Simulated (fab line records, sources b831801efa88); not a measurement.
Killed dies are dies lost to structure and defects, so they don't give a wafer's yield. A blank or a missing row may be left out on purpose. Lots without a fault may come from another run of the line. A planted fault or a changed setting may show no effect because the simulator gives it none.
fab line records | flow gf180mcu | part 1 of 2: steps 1 to 24 of 35
record lots=5 wafers=15 last_day=32
route steps=602 shown HV_LDD@213 NSD@235
lots that met no fault: from a run of the same line without faults
start_h: hours from the record's first day to the start of the lot's first wafer shown | wait_h: hours since the lot's step before | " the same as in the row above | L1.1+2: a row that stands for several wafers | - no value, or no start given | * or withheld: withheld | < > ~ a bound
route shown NAME@n: a module of which the file shows steps, and the number in the route of the first | usual: mean/standard deviation of fault-free wafers | same: alike in all rows | chamber/n: place in a boat | sites: the reading at each site | _std_site: their standard deviation | _edge_site: outer sites' mean less inner sites' | radius_mm: how far each site lies from the wafer's centre | mask NAME#n: copy n | behind: the tool/chamber that last shaped the wafer | hold: why the lot was held/for how many hours/how that ended | device: the transistor (n, p or np) that didn't switch | end of line: the same wafers' tests at the end of the route | a step without rows: its recipe alone | killed: dies lost to structure and defects at the first sort, not the wafer's yield | map: a wafer's dies, x killed, . not, _ none there
set.NAME: the setting as run; set.NAME@STEP: as run at that earlier step | model.NAME: the simulator's own value behind a step, which no gauge read
lots at some steps of the route; a table a step, a row a wafer
services: from which hour (start_h, from the record's first day; less than 0 if before it) a tool's chamber was out of use, for how many hours, and why
## steps
# step GF_HV_LDD_STRIP_37
# recipe chemistry=O2/N2 power_w=1400 pressure_mtorr=1500 platen_temp_c=250 o2_flow_sccm=3000 n2_flow_sccm=300 overash_fraction=0.5
# usual drypump_motor_current_A=5.7/0.42 heater_power_w=339/41 oes_product_au=0.716/0.0047 strip_time_to_endpoint_s=12.64/0.034
# columns lot.wafer tool chamber start_h wait_h drypump_motor_current_A heater_power_w oes_product_au rf_hours_counter_h strip_time_to_endpoint_s
L076.1 plasma_asher-01 1 270.14 0.1 5.2 375 0.718 62 12.66
L076.3 " 1 " " 5.2 376 0.719 - 12.68
L076.4 " 0 " " 5.5 325 0.719 - 12.66
L078.1 plasma_asher-04 1 284.44 0.1 6.1 332 0.722 17 12.65
L078.2 " 0 " " 5.2 264 0.717 17 12.60
L078.3 " 1 " " 6.1 333 0.704 - 12.61
L084.3 plasma_asher-01 1 331.98 0.1 5.2 372 0.718 - 12.64
L084.4 " 0 " " 5.4 320 0.713 - 12.61
L084.6 " 1 " " 5.2 393 0.711 - 12.66
L087.1 plasma_asher-04 0 359.91 0.1 5.2 272 0.713 25 12.65
L087.3 " 0 " " 5.2 267 0.718 - 12.69
L087.6 " 0 " " 5.2 269 0.725 - 12.67
L089.4 plasma_asher-04 0 374.04 0.1 5.2 268 0.722 - 12.72
L089.5 " 1 " " 6.1 324 0.710 - 12.68
L089.6 " 0 " " 5.2 264 0.717 - 12.71
# step GF_HV_LDD_TW_MEAS_38
# usual HV_LDD_3_TW=1421/13
# columns lot.wafer tool chamber start_h wait_h HV_LDD_3_TW
L076.1 film_metro-04 - 270.24 0.1 1409
L076.3 " - " " 1415
L076.4 " - " " 1411
L078.1 film_metro-04 - 284.54 0.1 1405
L078.2 " - " " 1410
L078.3 " - " " 1419
L084.3 film_metro-04 - 332.06 0.1 1406
L084.4 " - " " 1408
L084.6 " - " " 1402
L087.1 film_metro-04 - 360.01 0.1 1411
L087.3 " - " " 1413
L087.6 " - " " 1406
L089.4 film_metro-04 - 374.14 0.1 1419
L089.5 " - " " 1408
L089.6 " - " " 1413
# step GF_HV_LDD_DEHYDRATE_39
# recipe temp_c=200 time_s=60
# usual exhaust_pa=45.1/0.82 plate_temp_C=200.01/0.18
# columns lot.wafer tool chamber start_h wait_h exhaust_pa plate_temp_C
L076.1 litho_track-02 0 279.06 8.8 46.2 200.04
L076.3 " 0 " " 44.2 199.83
L076.4 " 0 " " 44.7 199.60
L078.1 litho_track-04 0 294.48 9.9 43.9 199.72
L078.2 " 0 " " 44.5 199.92
L078.3 " 0 " " 44.6 200.14
L084.3 litho_track-01 0 341.84 9.8 44.4 199.98
L084.4 " 0 " " 44.0 199.97
L084.6 " 0 " " 45.1 199.87
L087.1 litho_track-01 0 370.69 10.7 45.1 199.88
L087.3 " 0 " " 45.2 199.50
L087.6 " 0 " " 45.6 199.81
L089.4 litho_track-01 0 385.46 11.3 45.2 200.32
L089.5 " 0 " " 45.8 199.94
L089.6 " 0 " " 44.3 200.14
# step GF_HV_LDD_HMDS_40
# recipe prime_time_s=60 prime_temp_c=120
# usual exhaust_pa=44.9/0.84
# columns lot.wafer tool chamber start_h wait_h exhaust_pa
L076.1 litho_track-02 0 279.21 0.1 46.3
L076.3 " 0 " " 45.6
L076.4 " 0 " " 45.0
L078.1 litho_track-04 0 294.63 0.1 45.4
L078.2 " 0 " " 44.6
L078.3 " 0 " " 44.4
L084.3 litho_track-01 0 341.99 0.1 44.7
L084.4 " 0 " " 43.0
L084.6 " 0 " " 44.0
L087.1 litho_track-01 0 370.84 0.1 45.6
L087.3 " 0 " " 44.0
L087.6 " 0 " " 43.6
L089.4 litho_track-01 0 385.61 0.1 46.2
L089.5 " 0 " " 44.8
L089.6 " 0 " " 44.6
# step GF_HV_LDD_COAT_41
# recipe resist=NOVOLAK spin_rpm=3000 resist_thk_nm=1000
# usual exhaust_pa=44.7/0.93
# columns lot.wafer tool chamber start_h wait_h exhaust_pa
L076.1 litho_track-02 0 279.36 0.1 44.8
L076.3 " 0 " " 45.1
L076.4 " 0 " " 44.7
L078.1 litho_track-04 0 294.78 0.1 44.4
L078.2 " 0 " " 45.0
L078.3 " 0 " " 45.8
L084.3 litho_track-01 0 342.14 0.1 44.5
L084.4 " 0 " " 44.2
L084.6 " 0 " " 44.4
L087.1 litho_track-01 0 370.99 0.1 45.2
L087.3 " 0 " " 43.3
L087.6 " 0 " " 45.9
L089.4 litho_track-01 0 385.76 0.1 43.8
L089.5 " 0 " " 43.6
L089.6 " 0 " " 44.4
# step GF_HV_LDD_SOFTBAKE_42
# recipe temp_c=90 time_s=60 resist=NOVOLAK
# usual exhaust_pa=44.9/0.92 plate_temp_C=89.99/0.12
# columns lot.wafer tool chamber start_h wait_h exhaust_pa plate_temp_C
L076.1 litho_track-02 0 279.51 0.1 46.2 90.18
L076.3 " 0 " " 45.4 89.92
L076.4 " 0 " " 45.5 90.03
L078.1 litho_track-04 0 294.93 0.1 45.0 89.84
L078.2 " 0 " " 45.6 90.05
L078.3 " 0 " " 45.1 90.20
L084.3 litho_track-01 0 342.29 0.1 45.6 89.96
L084.4 " 0 " " 45.3 90.08
L084.6 " 0 " " 44.8 89.98
L087.1 litho_track-01 0 371.14 0.1 45.0 90.13
L087.3 " 0 " " 45.4 89.92
L087.6 " 0 " " 44.1 89.91
L089.4 litho_track-01 0 385.91 0.1 44.4 90.02
L089.5 " 0 " " 45.4 89.99
L089.6 " 0 " " 44.4 90.10
# step GF_HV_LDD_EXPOSE_43
# recipe mask_id=Pplus_HV_AREA target_cd_nm=400 na=0.6 source_shape=conventional sigma_outer=0.6 dose_mj=140
# columns lot.wafer tool chamber start_h wait_h mask
L076.1+3+4 iline_stepper-01 0 - - Pplus_HV_AREA#0
L078.1+2+3 iline_stepper-02 0 - - Pplus_HV_AREA#0
L084.3+4+6 iline_stepper-02 0 - - Pplus_HV_AREA#0
L087.1+3+6 iline_stepper-02 0 - - Pplus_HV_AREA#0
L089.4+5+6 iline_stepper-01 0 - - Pplus_HV_AREA#0
# step GF_HV_LDD_PEB_44
# recipe temp_c=withheld time_s=* resist=NOVOLAK
# usual exhaust_pa=44.9/0.84
# columns lot.wafer tool chamber start_h wait_h exhaust_pa
L076.1 litho_track-04 0 - - 44.8
L076.3 " 0 " " 45.5
L076.4 " 0 " " 44.4
L078.1 litho_track-01 0 - - 46.4
L078.2 " 0 " " 46.5
L078.3 " 0 " " 46.8
L084.3 litho_track-04 0 - - 44.6
L084.4 " 0 " " 44.7
L084.6 " 0 " " 44.3
L087.1 litho_track-04 0 - - 45.2
L087.3 " 0 " " 44.1
L087.6 " 0 " " 44.7
L089.4 litho_track-01 0 - - 46.3
L089.5 " 0 " " 44.7
L089.6 " 0 " " 46.3
# step GF_HV_LDD_DEVELOP_45
# recipe develop_time_s=60 dev_temp_c=23
# usual exhaust_pa=45.2/0.82
# columns lot.wafer tool chamber start_h wait_h exhaust_pa
L076.1 litho_track-04 0 289.53 0.1 44.2
L076.3 " 0 " " 44.4
L076.4 " 0 " " 44.4
L078.1 litho_track-01 0 304.64 0.1 45.0
L078.2 " 0 " " 45.6
L078.3 " 0 " " 44.5
L084.3 litho_track-04 0 353.18 0.1 45.2
L084.4 " 0 " " 44.9
L084.6 " 0 " " 45.4
L087.1 litho_track-04 0 381.98 0.1 44.3
L087.3 " 0 " " 44.5
L087.6 " 0 " " 44.7
L089.4 litho_track-01 0 397.66 0.1 45.5
L089.5 " 0 " " 44.9
L089.6 " 0 " " 46.2
# step GF_HV_LDD_CD_MEAS_46
# recipe target_cd_nm=400
# usual cd_nm=401.3/2.4
# columns lot.wafer tool chamber start_h wait_h cd_nm
L076.1 cd_sem-01 - 289.68 0.1 401.5
L076.3 " - " " 400.5
L076.4 " - " " 401.9
L078.1 cd_sem-01 - 304.79 0.1 404.4
L078.2 " - " " 402.6
L078.3 " - " " 402.0
L084.3 cd_sem-01 - 353.32 0.1 405.5
L084.4 " - " " 403.6
L084.6 " - " " 405.4
L087.1 cd_sem-01 - 382.13 0.1 400.4
L087.3 " - " " 400.9
L087.6 " - " " 399.6
L089.4 cd_sem-01 - 397.80 0.1 399.8
L089.5 " - " " 399.5
L089.6 " - " " 399.6
# step GF_HV_LDD_OVL_MEAS_47
# usual HV_LDD_03_OVL=-1.2/1.5
# columns lot.wafer tool chamber start_h wait_h HV_LDD_03_OVL[nm]
L076.1 overlay-02 - 289.80 0.1 -1.4
L076.3 " - " " -3.2
L076.4 " - " " -2.3
L078.1 overlay-01 - 304.91 0.1 -0.5
L078.2 " - " " 1.7
L078.3 " - " " -0.6
L084.3 overlay-01 - 353.41 0.1 -0.2
L084.4 " - " " -2.0
L084.6 " - " " -1.2
L087.1 overlay-02 - 382.25 0.1 -1.0
L087.3 " - " " -1.1
L087.6 " - " " -1.3
L089.4 overlay-01 - 397.87 0.1 1.2
L089.5 " - " " 0.9
L089.6 " - " " -1.4
# step GF_HV_LDD_IMPLANT_48
# recipe species=B energy_kev=25 dose_cm2=3e+13 tilt_deg=7
# usual beam_on_s=10.00/0.19
# columns lot.wafer tool chamber start_h wait_h beam_on_s
L076.1 implanter-02 0 289.83 0.0 9.76
L076.3 " 0 " " 9.79
L076.4 " 0 " " 10.00
L078.1 implanter-02 0 304.94 0.0 10.01
L078.2 " 0 " " 9.92
L078.3 " 0 " " 10.02
L084.3 implanter-02 0 353.48 0.1 9.85
L084.4 " 0 " " 10.08
L084.6 " 0 " " 10.11
L087.1 implanter-01 0 382.28 0.0 10.01
L087.3 " 0 " " 10.05
L087.6 " 0 " " 10.06
L089.4 implanter-01 0 397.97 0.1 9.98
L089.5 " 0 " " 10.08
L089.6 " 0 " " 10.25
# step GF_HV_LDD_STRIP_49
# recipe chemistry=O2/N2 power_w=1400 pressure_mtorr=1500 platen_temp_c=250 o2_flow_sccm=3000 n2_flow_sccm=300 overash_fraction=0.5
# usual drypump_motor_current_A=5.7/0.42 heater_power_w=344/40 oes_product_au=0.717/0.0044 strip_time_to_endpoint_s=12.63/0.032
# columns lot.wafer tool chamber start_h wait_h drypump_motor_current_A heater_power_w oes_product_au rf_hours_counter_h strip_time_to_endpoint_s
L076.1 plasma_asher-02 0 289.98 0.1 6.3 402 0.715 65 12.63
L076.3 " 1 " " 5.8 350 0.715 - 12.62
L076.4 " 0 " " 6.3 391 0.717 - 12.64
L078.1 plasma_asher-02 1 305.09 0.1 5.9 351 0.727 67 12.55
L078.2 " 0 " " 6.3 387 0.722 67 12.56
L078.3 " 0 " " 6.3 389 0.713 - 12.56
L084.3 plasma_asher-02 1 353.62 0.1 5.8 351 0.712 - 12.64
L084.4 " 0 " " 6.3 390 0.714 - 12.65
L084.6 " 1 " " 5.8 353 0.723 - 12.66
L087.1 plasma_asher-01 0 382.43 0.1 5.4 311 0.718 74 12.66
L087.3 " 0 " " 5.4 323 0.717 - 12.64
L087.6 " 0 " " 5.4 316 0.708 - 12.62
L089.4 plasma_asher-04 1 398.08 0.1 6.1 335 0.718 - 12.67
L089.5 " 1 " " 6.1 329 0.715 - 12.69
L089.6 " 0 " " 5.2 272 0.718 - 12.64
# step GF_HV_LDD_TW_MEAS_50
# usual HV_LDD_4_TW=561/4.1
# columns lot.wafer tool chamber start_h wait_h HV_LDD_4_TW
L076.1 film_metro-03 - 290.08 0.1 563
L076.3 " - " " 566
L076.4 " - " " 565
L078.1 film_metro-04 - 305.19 0.1 561
L078.2 " - " " 559
L078.3 " - " " 561
L084.3 film_metro-04 - 353.70 0.1 559
L084.4 " - " " 555
L084.6 " - " " 559
L087.1 film_metro-04 - 382.53 0.1 559
L087.3 " - " " 559
L087.6 " - " " 559
L089.4 film_metro-04 - 398.17 0.1 560
L089.5 " - " " 562
L089.6 " - " " 558
# step GF_HV_LDD_CLEAN_51
# recipe chemistry=SC1/SC2 mix=1:4:20 temp_c=70 time_s=150 dry=n2_spin
# usual bath_heat_duty_pct=13.9/1.3
# columns lot.wafer tool chamber start_h wait_h bath_heat_duty_pct
L076.1 wet_bench-01 3 290.14 0.1 17.2
L076.3 " 3 " " 15.4
L076.4 " 3 " " 15.5
L078.1 wet_bench-01 2 305.25 0.1 13.2
L078.2 " 2 " " 13.8
L078.3 " 2 " " 12.7
L084.3 wet_bench-01 3 353.74 0.0 15.0
L084.4 " 3 " " 16.3
L084.6 " 3 " " 16.5
L087.1 wet_bench-02 1 382.59 0.1 13.0
L087.3 " 1 " " 13.2
L087.6 " 1 " " 14.3
L089.4 wet_bench-01 3 398.20 0.0 16.4
L089.5 " 3 " " 15.1
L089.6 " 3 " " 16.0
# step GF_HV_LDD_RTA_52
# recipe temp_c=1000 time_s=10 ambient=N2
# usual lamp_power_pct=32/5.5 wafer_temp_C_max=1005.1/1.4
# columns lot.wafer tool chamber start_h wait_h lamp_power_pct wafer_temp_C_max
L076.1 rtp_anneal-01 0 290.19 0.0 27 1003.7
L076.3 " 0 " " 27 1004.6
L076.4 " 0 " " 27 1003.1
L078.1 rtp_anneal-02 0 305.30 0.0 38 1005.1
L078.2 " 0 " " 38 1005.8
L078.3 " 0 " " 38 1005.4
L084.3 rtp_anneal-02 0 353.82 0.0 38 1007.5
L084.4 " 0 " " 38 1008.1
L084.6 " 0 " " 38 1004.9
L087.1 rtp_anneal-01 0 382.64 0.0 27 1004.1
L087.3 " 0 " " 27 1004.9
L087.6 " 0 " " 27 1004.9
L089.4 rtp_anneal-02 0 398.29 0.0 38 1006.1
L089.5 " 0 " " 38 1005.3
L089.6 " 0 " " 38 1007.7
# step GF_HV_LDD_RS_MEAS_53
# recipe thk_meas_gauge=four-point-probe
# usual HV_LDD_RS=419.1/1.1
# columns lot.wafer tool chamber start_h wait_h HV_LDD_RS[ohm/sq]
L076.1 film_metro-04 - 290.26 0.1 417.2
L076.3 " - " " 417.3
L076.4 " - " " 417.4
L078.1 film_metro-03 - 305.37 0.1 417.9
L078.2 " - " " 418.5
L078.3 " - " " 418.1
L084.3 film_metro-03 - 353.90 0.1 420.8
L084.4 " - " " 418.9
L084.6 " - " " 419.0
L087.1 film_metro-03 - 382.75 0.1 419.6
L087.3 " - " " 419.9
L087.6 " - " " 420.5
L089.4 film_metro-04 - 398.38 0.1 418.9
L089.5 " - " " 418.4
L089.6 " - " " 419.0
# step GF_HV_LDD_CVD_54
# recipe material=SiO2 target_thk_nm=10 precursor=TEOS temp_c=680 time_s=75 pressure_mtorr=400
# usual zone_power_centre_pct=11.2/1.7
# columns lot.wafer tool chamber start_h wait_h zone_power_centre_pct
L076.1 lpcvd-01 0 290.38 0.1 13.4
L076.3 " 0 " " 13.3
L076.4 " 0 " " 13.2
L078.1 lpcvd-02 0 305.49 0.1 9.4
L078.2 " 0 " " 9.5
L078.3 " 0 " " 9.2
L084.3 lpcvd-01 0 353.98 0.1 13.2
L084.4 " 0 " " 13.0
L084.6 " 0 " " 13.2
L087.1 lpcvd-01 0 382.87 0.1 13.2
L087.3 " 0 " " 13.4
L087.6 " 0 " " 13.3
L089.4 lpcvd-02 1 398.44 0.0 9.7
L089.5 " 1 " " 9.9
L089.6 " 1 " " 9.8
# step GF_HV_LDD_THK_MEAS_55
# recipe reads=SiO2_of_HV_LDD_CVD_54
# usual HV_LDD_CVD_54_THK=10.05/0.14
# columns lot.wafer tool chamber start_h wait_h HV_LDD_CVD_54_THK[nm]
L076.1 film_metro-03 - 291.40 0.0 9.90
L076.3 " - " " 10.03
L076.4 " - " " 9.94
L078.1 film_metro-04 - 306.51 0.0 10.08
L078.2 " - " " 10.17
L078.3 " - " " 10.24
L084.3 film_metro-04 - 355.02 0.0 10.07
L084.4 " - " " 10.06
L084.6 " - " " 9.98
L087.1 film_metro-03 - 383.89 0.0 10.07
L087.3 " - " " 10.13
L087.6 " - " " 10.21
L089.4 film_metro-01 - 399.49 0.0 10.46
L089.5 " - " " 10.44
L089.6 " - " " 10.43
# step GF_HV_LDD_CVD_56
# recipe material=Si3N4 precursor=DCS/NH3 target_thk_nm=90 temp_c=771.7 time_s=1543 pressure_mtorr=250
# usual zone_power_centre_pct=14.1/2
# columns lot.wafer tool chamber start_h wait_h zone_power_centre_pct
L076.1 lpcvd-02 0 291.46 0.1 11.8
L076.3 " 0 " " 12.1
L076.4 " 0 " " 11.9
L078.1 lpcvd-01 0 306.57 0.1 16.9
L078.2 " 0 " " 16.7
L078.3 " 0 " " 16.9
L084.3 lpcvd-02 1 355.06 0.0 12.2
L084.4 " 1 " " 12.3
L084.6 " 1 " " 12.4
L087.1 lpcvd-01 1 383.95 0.1 15.4
L087.3 " 1 " " 15.4
L087.6 " 1 " " 15.4
L089.4 lpcvd-01 1 399.52 0.0 15.3
L089.5 " 1 " " 15.3
L089.6 " 1 " " 15.3
# step GF_HV_LDD_THK_MEAS_57
# recipe reads=Si3N4_of_HV_LDD_CVD_56
# usual HV_LDD_CVD_56_THK=93.0/0.78
# columns lot.wafer tool chamber start_h wait_h HV_LDD_CVD_56_THK[nm]
L076.1 film_metro-03 - 292.89 0.0 92.0
L076.3 " - " " 92.6
L076.4 " - " " 92.8
L078.1 film_metro-03 - 308.00 0.0 92.3
L078.2 " - " " 93.1
L078.3 " - " " 92.7
L084.3 film_metro-03 - 356.51 0.0 94.5
L084.4 " - " " 94.3
L084.6 " - " " 94.5
L087.1 film_metro-03 - 385.38 0.0 92.7
L087.3 " - " " 92.2
L087.6 " - " " 93.6
L089.4 film_metro-01 - 400.98 0.0 92.1
L089.5 " - " " 92.0
L089.6 " - " " 92.4
# step GF_HV_LDD_ETCHBACK_58
# recipe chemistry=CH3F/O2 target=Si3N4 stop_on=SiO2 source_w=400 bias_w=80 pressure_mtorr=25 ch3f_flow_sccm=40 O2_flow_sccm=30 time_s=100 target_depth_a=900
# usual drypump_motor_current_A=5.6/0.43 oes_product_au=0.858/0.006 throttle_valve_pct=10.563/0.0096
# columns lot.wafer tool chamber start_h wait_h drypump_motor_current_A oes_product_au rf_hours_counter_h throttle_valve_pct
L076.1 rie_diel-03 3 292.95 0.1 5.5 0.842 89 10.561
L076.3 " 1 " " 5.4 0.857 99 10.574
L076.4 " 3 " " 5.5 0.860 - 10.565
L078.1 rie_diel-03 0 308.06 0.1 5.5 0.853 117 10.570
L078.2 " 2 " " 5.4 0.858 112 10.551
L078.3 " 1 " " 5.4 0.854 100 10.553
L084.3 rie_diel-04 1 356.55 0.0 6.1 0.860 103 10.562
L084.4 " 1 " " 6.1 0.868 - 10.571
L084.6 " 3 " " 5.2 0.871 - 10.568
L087.1 rie_diel-01 2 385.44 0.1 5.7 0.854 55 10.544
L087.3 " 0 " " 6.6 0.856 0 10.554
L087.6 " 0 " " 6.6 0.856 - 10.587
L089.4 rie_diel-04 3 401.01 0.0 5.2 0.861 19 10.565
L089.5 " 3 " " 5.2 0.857 - 10.573
L089.6 " 0 " " 5.4 0.856 - 10.564
# step GF_NSD_DEHYDRATE_00
# recipe temp_c=200 time_s=60
# usual exhaust_pa=44.9/1 plate_temp_C=200.01/0.16
# columns lot.wafer tool chamber start_h wait_h exhaust_pa plate_temp_C
L076.1 litho_track-03 0 301.71 8.7 44.7 199.84
L076.3 " 0 " " 43.6 199.97
L076.4 " 0 " " 43.6 199.79
L078.1 litho_track-03 0 317.56 9.5 46.2 199.87
L078.2 " 0 " " 45.9 199.91
L078.3 " 0 " " 46.0 199.79
L084.3 litho_track-03 0 366.81 10.2 45.6 200.05
L084.4 " 0 " " 45.5 200.12
L084.6 " 0 " " 46.0 200.10
L087.1 litho_track-01 0 396.84 11.4 43.2 199.98
L087.3 " 0 " " 44.4 199.85
L087.6 " 0 " " 45.1 199.89
L089.4 litho_track-01 0 411.76 10.7 44.7 200.34
L089.5 " 0 " " 42.4 199.99
L089.6 " 0 " " 44.9 199.98
# step GF_NSD_HMDS_01
# recipe prime_time_s=60 prime_temp_c=120
# usual exhaust_pa=45.0/0.94
# columns lot.wafer tool chamber start_h wait_h exhaust_pa
L076.1 litho_track-03 0 301.86 0.1 45.1
L076.3 " 0 " " 44.8
L076.4 " 0 " " 44.5
L078.1 litho_track-03 0 317.71 0.1 45.8
L078.2 " 0 " " 45.4
L078.3 " 0 " " 46.6
L084.3 litho_track-03 0 366.96 0.1 46.2
L084.4 " 0 " " 45.2
L084.6 " 0 " " 46.0
L087.1 litho_track-01 0 396.99 0.1 45.4
L087.3 " 0 " " 44.8
L087.6 " 0 " " 45.7
L089.4 litho_track-01 0 411.91 0.1 44.6
L089.5 " 0 " " 43.2
L089.6 " 0 " " 44.1
